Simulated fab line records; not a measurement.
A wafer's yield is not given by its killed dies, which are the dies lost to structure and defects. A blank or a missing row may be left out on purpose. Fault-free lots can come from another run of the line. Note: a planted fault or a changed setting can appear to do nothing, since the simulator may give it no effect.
fab line records	flow gf180mcu
[record] lots = 12	wafers = 36	lastDay = 34
route steps=602 shown VT_IMPLANT@130 DUAL_GATE@143 CONTACT@305 M1@319
lots that met no fault: taken from a fault-free run of the same line
startH: the number of hours between the record's first day and the start of the first shown wafer of the lot	waitH: time in hours since the lot's previous step	" same as the row above	L1.1+2: one row covering several wafers at once	- either no value or no given start	* or withheld: withheld	< > ~ a bound
route shown NAME@n: a module of which the file shows steps, and the number in the route of the first	usual: mean and standard deviation over wafers with no fault	same: alike in all rows	chamber/n: place in a boat	sites: per-site readings	_std_site: the values' standard deviation	_edge_site: mean of outer sites minus mean of inner sites	radiusMm: how far each site lies from the wafer's centre	mask NAME#n: copy n	behind: the tool/chamber that last shaped the wafer	hold: why the lot was held/for how many hours/how that ended	device: the transistor (n, p or np) that didn't switch	end of line: the same wafers' tests at the end of the route	a step given without rows: its recipe and nothing more	killed: dies lost to structure and defects at the first sort, not the wafer's yield	map: dies across one wafer; x = killed, . = not, _ = none there
set.NAME: the setting that was run; set.NAME@STEP: the one run at that earlier step	model.NAME: the simulator's own value behind a step, which no gauge read
the route's steps for a sample of lots (tables are steps, rows are wafers)
services: from which hour (startH, from the record's first day; less than 0 if before it) a tool's chamber was out of use, for how many hours, and why
[[steps]]
[step GF_VT_IMPLANT_OVL_MEAS_40]
[usual] VT_IMPLANT_03_OVL = 0.0/1.1
lot.wafer	tool	chamber	startH	waitH	VT_IMPLANT_03_OVL[nm]
L717.1	overlay-02	-	157.80	0.1	-0.5
L717.3	"	-	"	"	0.3
L717.5	"	-	"	"	-1.7
L718.2	overlay-01	-	165.16	0.1	1.0
L718.3	"	-	"	"	-0.1
L718.6	"	-	"	"	0.6
L719.2	overlay-01	-	170.66	0.1	-0.7
L719.3	"	-	"	"	-0.5
L719.5	"	-	"	"	-0.1
L720.2	overlay-01	-	173.96	0.1	-0.2
L720.3	"	-	"	"	-0.9
L720.5	"	-	"	"	-2.3
L721.1	overlay-02	-	187.05	0.1	-0.7
L721.2	"	-	"	"	-0.9
L721.5	"	-	"	"	-1.5
L724.1	overlay-02	-	202.05	0.1	1.0
L724.2	"	-	"	"	-0.8
L724.3	"	-	"	"	0.9
L726.4	overlay-01	-	216.37	0.1	1.3
L726.5	"	-	"	"	-1.6
L726.6	"	-	"	"	0.2
L728.1	overlay-02	-	230.81	0.1	-2.1
L728.4	"	-	"	"	-0.5
L728.6	"	-	"	"	0.6
L730.3	overlay-02	-	245.51	0.1	0.5
L730.5	"	-	"	"	0.1
L730.6	"	-	"	"	-2.1
L733.1	overlay-02	-	276.40	0.1	-0.3
L733.2	"	-	"	"	-0.8
L733.3	"	-	"	"	-0.3
L739.1	overlay-02	-	312.56	0.1	-0.3
L739.3	"	-	"	"	0.5
L739.5	"	-	"	"	-1.2
L740.2	overlay-02	-	315.61	0.1	2.2
L740.3	"	-	"	"	1.5
L740.5	"	-	"	"	1.0
[step GF_DUAL_GATE_OXIDATION_02]
[recipe] tempC = 900	ambient = O2	stabiliseS = 600	purgeS = 300	targetThkA = 108.87	oxTimeS = 1537
[usual] spikeTcBottomC = 921.6/1.8	spikeTcCentreC = 899.4/1	spikeTcLowerC = 900.4/0.86	spikeTcTopC = 912.3/1.5	spikeTcUpperC = 899.1/1	tubeCenterTempC = 900.00/0.092	zonePowerLowerPct = 19.3/2.7
[same] oxTimeS = 1537
lot.wafer	tool	chamber	startH	waitH	spikeTcBottomC	spikeTcCentreC	spikeTcLowerC	spikeTcTopC	spikeTcUpperC	tubeCenterTempC	zonePowerLowerPct
L717.1	furnace-01	0	159.08	0.0	923.5	899.7	900.6	913.8	898.8	899.99	21.5
L717.3	"	0	"	"	923.5	898.8	900.4	913.5	896.3	900.07	21.7
L717.5	"	0	"	"	924.2	900.5	900.3	912.5	898.7	899.81	22.3
L718.2	furnace-02	0	169.47	3.1	919.0	899.4	901.7	913.2	900.7	900.04	16.3
L718.3	"	0	"	"	919.6	899.4	901.5	911.0	900.5	900.02	16.5
L718.6	"	0	"	"	917.7	900.0	899.9	912.3	899.8	899.92	16.3
L719.2	furnace-02	0	176.33	4.5	920.9	897.7	900.6	911.0	898.6	899.96	16.7
L719.3	"	0	"	"	920.6	899.4	899.6	911.8	899.8	900.05	16.1
L719.5	"	0	"	"	919.7	900.5	900.5	910.6	899.2	900.09	16.4
L720.2	furnace-02	0	176.33	1.2	921.0	899.2	901.0	908.1	899.4	899.95	16.6
L720.3	"	0	"	"	918.6	900.2	898.9	910.4	900.3	900.17	16.5
L720.5	"	0	"	"	920.1	899.3	898.6	910.7	899.6	900.00	16.6
L721.1	furnace-01	0	188.36	0.1	921.8	899.1	900.0	912.8	898.4	899.96	21.8
L721.2	"	0	"	"	922.0	901.1	901.7	914.4	899.3	900.03	21.9
L721.5	"	0	"	"	922.3	899.0	899.4	912.5	899.2	900.04	21.6
L724.1	furnace-01	0	203.24	0.0	923.9	901.9	898.6	913.5	900.0	899.95	21.8
L724.2	"	0	"	"	922.8	900.9	900.8	915.3	897.0	900.13	21.6
L724.3	"	0	"	"	922.3	899.0	900.6	911.2	899.1	899.98	21.6
L726.4	furnace-01	0	217.51	0.0	932.8	909.1	909.1	922.0	908.0	899.99	22.1
L726.5	"	0	"	"	934.1	908.6	911.8	922.8	909.1	900.06	22.0
L726.6	"	0	"	"	932.4	907.8	912.4	922.8	907.8	899.96	22.4
L728.1	furnace-02	0	232.01	0.0	920.6	900.6	900.6	911.5	899.1	899.92	16.5
L728.4	"	0	"	"	920.7	899.3	901.3	911.1	900.9	900.06	16.3
L728.6	"	0	"	"	918.3	896.1	900.2	910.2	900.5	899.89	16.1
L730.3	furnace-01	0	250.99	4.3	932.5	909.3	909.7	922.0	907.6	900.10	22.5
L730.5	"	0	"	"	933.2	910.0	909.5	922.5	909.6	899.90	22.1
L730.6	"	0	"	"	932.8	909.3	910.1	922.2	908.5	900.08	22.4
L733.1	furnace-02	0	277.70	0.0	918.2	899.2	900.7	911.7	899.0	899.92	16.5
L733.2	"	0	"	"	919.5	899.1	900.3	911.2	899.8	899.97	16.6
L733.3	"	0	"	"	921.2	900.3	902.7	913.0	899.9	899.95	16.4
L739.1	furnace-01	0	313.72	0.0	922.3	900.6	901.1	913.0	899.1	900.17	21.7
L739.3	"	0	"	"	923.0	901.1	900.7	912.4	899.1	899.85	21.7
L739.5	"	0	"	"	921.1	899.9	900.6	914.7	898.8	900.06	22.0
L740.2	furnace-02	0	317.13	0.4	919.4	899.3	900.5	911.4	897.9	899.88	16.4
L740.3	"	0	"	"	919.2	899.0	899.7	910.9	899.6	899.87	16.5
L740.5	"	0	"	"	921.0	899.3	900.4	912.0	901.1	899.98	16.5
[step GF_DUAL_GATE_THK_MEAS_03]
[recipe] reads = SiO2_of_DUAL_GATE_OXIDATION_02
[usual] DUAL_GATE_OXIDATION_00_THK = 10.61/0.21
lot.wafer	tool	chamber	startH	waitH	hold	DUAL_GATE_OXIDATION_00_THK[nm]
L717.1	filmMetro-02	-	160.53	0.0	-	10.61
L717.3	"	-	"	"	-	11.04
L717.5	"	-	"	"	-	10.83
L718.2	filmMetro-01	-	170.93	0.0	-	10.61
L718.3	"	-	"	"	-	10.60
L718.6	"	-	"	"	-	10.61
L719.2	filmMetro-02	-	177.79	0.0	-	10.53
L719.3	"	-	"	"	-	10.70
L719.5	"	-	"	"	-	10.79
L720.2	filmMetro-03	-	177.79	0.0	-	10.25
L720.3	"	-	"	"	-	10.19
L720.5	"	-	"	"	-	10.23
L721.1	filmMetro-03	-	189.81	0.0	-	10.63
L721.2	"	-	"	"	-	10.87
L721.5	"	-	"	"	-	10.71
L724.1	filmMetro-02	-	204.68	0.0	-	10.55
L724.2	"	-	"	"	-	10.73
L724.3	"	-	"	"	-	10.61
L726.4	filmMetro-03	-	218.98	0.0	awaitDispo/0.2h/release	11.62
L726.5	"	-	"	"	awaitDispo/0.2h/release	11.88
L726.6	"	-	"	"	awaitDispo/0.2h/release	11.75
L726.4	filmMetro-03	-	219.21	0.2	-	11.62
L726.5	"	-	"	"	-	11.89
L726.6	"	-	"	"	-	11.67
L728.1	filmMetro-02	-	233.45	0.0	-	10.67
L728.4	"	-	"	"	-	10.62
L728.6	"	-	"	"	-	10.83
L730.3	filmMetro-01	-	252.46	0.0	awaitDispo/0.2h/release	11.76
L730.5	"	-	"	"	awaitDispo/0.2h/release	11.43
L730.6	"	-	"	"	awaitDispo/0.2h/release	11.59
L730.3	filmMetro-01	-	252.68	0.2	-	11.71
L730.5	"	-	"	"	-	11.39
L730.6	"	-	"	"	-	11.67
L733.1	filmMetro-02	-	279.14	0.0	-	10.64
L733.2	"	-	"	"	-	10.67
L733.3	"	-	"	"	-	10.83
L739.1	filmMetro-02	-	315.16	0.0	-	10.70
L739.3	"	-	"	"	-	10.70
L739.5	"	-	"	"	-	10.61
L740.2	filmMetro-01	-	318.58	0.0	-	10.71
L740.3	"	-	"	"	-	10.80
L740.5	"	-	"	"	-	10.77
[step GF_CONTACT_STRIP_18]
[recipe] chemistry = O2/N2	powerW = 1400	pressureMtorr = 1500	platenTempC = 250	o2FlowSccm = 3000	n2FlowSccm = 300	overashFraction = 0.5
[usual] drypumpMotorCurrentA = 5.57/0.29	heaterPowerW = 350/37	n2FlowSccm = 300.0/1.1	oesProductAu = 0.579/0.0044
lot.wafer	tool	chamber	startH	waitH	drypumpMotorCurrentA	heaterPowerW	n2FlowSccm	oesProductAu	rfHoursCounterH
L717.1	plasmaAsher-03	1	371.02	-	5.60	364	299.6	0.580	26
L717.3	"	0	"	"	5.63	338	301.3	0.569	-
L717.5	"	0	"	"	5.60	348	301.5	0.571	-
L718.2	plasmaAsher-02	0	375.42	-	5.95	332	300.6	0.577	77
L718.3	"	1	"	"	6.00	444	301.1	0.586	-
L718.6	"	1	"	"	5.99	441	300.6	0.573	-
L720.2	plasmaAsher-03	1	383.97	-	5.59	373	300.0	0.573	27
L720.3	"	1	"	"	5.57	378	300.7	0.579	-
L720.5	"	0	"	"	5.58	348	298.7	0.586	-
L719.2	plasmaAsher-03	0	387.18	-	5.60	344	297.9	0.576	27
L719.3	"	0	"	"	5.60	346	300.2	0.579	-
L719.5	"	0	"	"	5.59	344	300.1	0.574	-
L721.1	plasmaAsher-03	1	400.47	-	5.59	368	299.3	0.586	29
L721.2	"	0	"	"	5.60	347	300.1	0.574	29
L721.5	"	1	"	"	5.60	364	300.1	0.575	-
L724.1	plasmaAsher-03	0	424.27	-	5.58	349	302.3	0.582	31
L724.2	"	1	"	"	5.58	372	301.0	0.577	31
L724.3	"	1	"	"	5.58	363	298.9	0.583	-
L726.4	plasmaAsher-03	1	448.90	-	5.58	374	299.5	0.578	-
L726.5	"	0	"	"	5.59	349	300.2	0.575	-
L726.6	"	1	"	"	5.57	363	299.9	0.575	-
L728.1	plasmaAsher-03	0	465.47	-	5.58	347	300.4	0.574	35
L728.4	"	0	"	"	5.57	343	300.2	0.570	-
L728.6	"	1	"	"	5.60	358	300.0	0.581	-
L730.3	plasmaAsher-01	0	486.31	-	4.94	303	297.9	0.576	-
L730.5	"	1	"	"	5.43	311	300.5	0.575	-
L730.6	"	0	"	"	4.93	300	299.5	0.583	-
L733.1	plasmaAsher-03	1	519.76	-	5.59	364	300.2	0.580	39
L733.2	"	0	"	"	5.58	353	298.9	0.580	39
L733.3	"	1	"	"	5.57	374	299.2	0.584	-
L739.1	plasmaAsher-01	0	555.17	-	4.93	307	298.4	0.572	91
L739.3	"	1	"	"	5.41	306	299.8	0.580	-
L739.5	"	1	"	"	5.43	313	300.4	0.583	-
L740.2	plasmaAsher-01	0	564.02	-	4.94	307	298.2	0.581	92
L740.3	"	0	"	"	4.97	296	300.3	0.581	-
L740.5	"	0	"	"	4.97	300	299.1	0.582	-
[step GF_M1_SPUTTER_04]
[recipe] material = TiN	targetThkNm = 50	powerW = 6500	timeS = 41.7	chamberPressurePa = 0.4
[usual] throttleValvePct = 29.6/0.95
[same] timeS = 41.7
lot.wafer	tool	chamber	startH	waitH	throttleValvePct
L717.1	pvdSputter-02	-	372.19	0.0	28.5
L717.3	"	-	"	"	30.7
L717.5	"	-	"	"	28.4
L718.2	pvdSputter-04	-	376.58	0.0	29.4
L718.3	"	-	"	"	28.0
L718.6	"	-	"	"	28.1
L720.2	pvdSputter-02	-	385.51	0.0	31.4
L720.3	"	-	"	"	30.7
L720.5	"	-	"	"	31.4
L719.2	pvdSputter-03	-	388.33	0.0	29.8
L719.3	"	-	"	"	29.9
L719.5	"	-	"	"	29.6
L721.1	pvdSputter-02	-	401.74	0.0	30.7
L721.2	"	-	"	"	28.7
L721.5	"	-	"	"	28.5
L724.1	pvdSputter-02	-	425.53	0.0	29.4
L724.2	"	-	"	"	30.5
L724.3	"	-	"	"	28.3
L726.4	pvdSputter-04	-	450.05	0.0	29.5
L726.5	"	-	"	"	29.6
L726.6	"	-	"	"	29.1
L728.1	pvdSputter-04	-	466.63	0.0	29.3
L728.4	"	-	"	"	29.3
L728.6	"	-	"	"	28.3
L730.3	pvdSputter-02	-	487.45	0.0	28.3
L730.5	"	-	"	"	30.7
L730.6	"	-	"	"	31.5
L733.1	pvdSputter-03	-	520.92	0.0	28.9
L733.2	"	-	"	"	30.0
L733.3	"	-	"	"	29.8
L739.1	pvdSputter-03	-	556.33	0.0	29.9
L739.3	"	-	"	"	29.8
L739.5	"	-	"	"	29.8
L740.2	pvdSputter-03	-	565.28	0.0	29.9
L740.3	"	-	"	"	28.6
L740.5	"	-	"	"	30.1
[[services]]
tool	chamber	startH	hours	kind
pvdSputter-04	-	159.86	5.7	repair
furnace-02	-	161.02	3.1	pm
furnace-01	-	164.56	6.7	pm
furnace-01	-	171.26	3.7	pm
pvdSputter-03	-	199.76	1.9	repair
pvdSputter-03	-	215.33	1.5	repair
plasmaAsher-01	-	246.54	2.0	repair
furnace-02	-	262.41	3.5	pm
plasmaAsher-03	-	274.44	1.0	repair
furnace-02	-	329.91	2.9	pm
furnace-01	-	338.82	3.3	pm
pvdSputter-03	-	338.98	12.2	repair
pvdSputter-02	-	373.88	3.1	repair
pvdSputter-02	-	373.91	8.9	repair
furnace-01	-	402.58	3.0	pm
pvdSputter-03	-	426.14	1.5	repair
plasmaAsher-03	-	476.37	2.8	pm
plasmaAsher-03	-	495.15	13.1	repair
furnace-02	-	497.47	2.9	pm
furnace-01	-	507.11	4.5	pm
furnace-02	-	512.96	9.7	repair
furnace-02	-	524.43	4.2	pm
furnace-02	-	528.66	3.5	pm
pvdSputter-02	-	531.79	3.8	repair
[[key]]
[firstSign] step = GF_DUAL_GATE_OXIDATION_02	reading = spikeTcLowerC	direction = up	sigmas = 12	usual = 900.4	struck = 910.4
[effect] step = GF_DUAL_GATE_OXIDATION_02	reading = spikeTcCentreC	direction = up	sigmas = 9.2	usual = 899.4	struck = 909.0
[effect] step = GF_DUAL_GATE_THK_MEAS_03	reading = visit	direction = added
metAt GF_DUAL_GATE_OXIDATION_02
struckLots L726,L730
testerLeftOut L726,L730
notActingAt GF_VT_IMPLANT_OVL_MEAS_40,GF_CONTACT_STRIP_18,GF_M1_SPUTTER_04
onsetBetween 203.24 217.51
[fault] kind = processParameterDrift	tool = furnace-01	chamber = -	onsetH = 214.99	steps = GF_DUAL_GATE_OXIDATION_02	channel = tempC	offset = *	shape = step	endH = 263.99	actsIn = *	stated = *
// testerLeftOut: of these lots the tester's yield and bins aren't shown, on N5 and GAA mostly nor the transistor test; their killed dies are dies lost to structure and defects alone, not to doping, threshold or leakage, so they don't give the yield
